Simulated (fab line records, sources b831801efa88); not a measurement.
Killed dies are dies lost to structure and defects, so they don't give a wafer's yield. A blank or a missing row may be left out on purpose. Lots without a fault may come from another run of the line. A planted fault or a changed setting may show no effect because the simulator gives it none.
Chamber matching | flow sky130 | SKY_LI_CONTACT_CMP_24 on cmp-01: 4 sister chambers
The step polishes, stops on PSG, t overpolish 20 s, target thk 0 nm. 4 wafers are shown with their chamber, then 7 later ones without.

WAFERS WITH THEIR CHAMBER
wafer  | chamber | motor_current_A (A)
L294.2 | 1       | 12.7
L306.2 | 3       | 9.8
L309.1 | 0       | 10.3
L309.3 | 2       | 11.8

WAFERS WITHOUT THEIR CHAMBER
wafer  | motor_current_A (A)
L309.6 | 12.6
L310.3 | 10.9
L310.4 | 10.0
L310.6 | 12.4
L313.2 | 12.9
L313.4 | 10.4
L313.6 | 12.8

WHICH CHAMBER EACH WENT THROUGH
wafer  | from the rows above          | in truth
L309.6 | 1                            | 1
L310.3 | can't be placed: 0 or 2 or 3 | 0
L310.4 | can't be placed: 3 or 0      | 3
L310.6 | can't be placed: 1 or 2      | 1
L313.2 | 1                            | 1
L313.4 | can't be placed: 0 or 3      | 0
L313.6 | 1                            | 1
Placed correctly: 3 of 7. Can't be placed from these rows: 4 (the true chamber is among the candidates in 4). Placed wrongly: 0.
How it was worked out, from the rows above alone: a wafer's distance from a chamber is the root of the sum, over the readings, of the square of ((its reading less the chamber's mean) divided by the reading's scatter). The wafer belongs to the nearest chamber; if the next one is less than 2 further off, it can't be placed. A chamber's mean is the mean of its shown wafers. The scatter: with one shown wafer a chamber, the root of the mean of the squares of how far each hidden wafer lies from its nearest shown one.
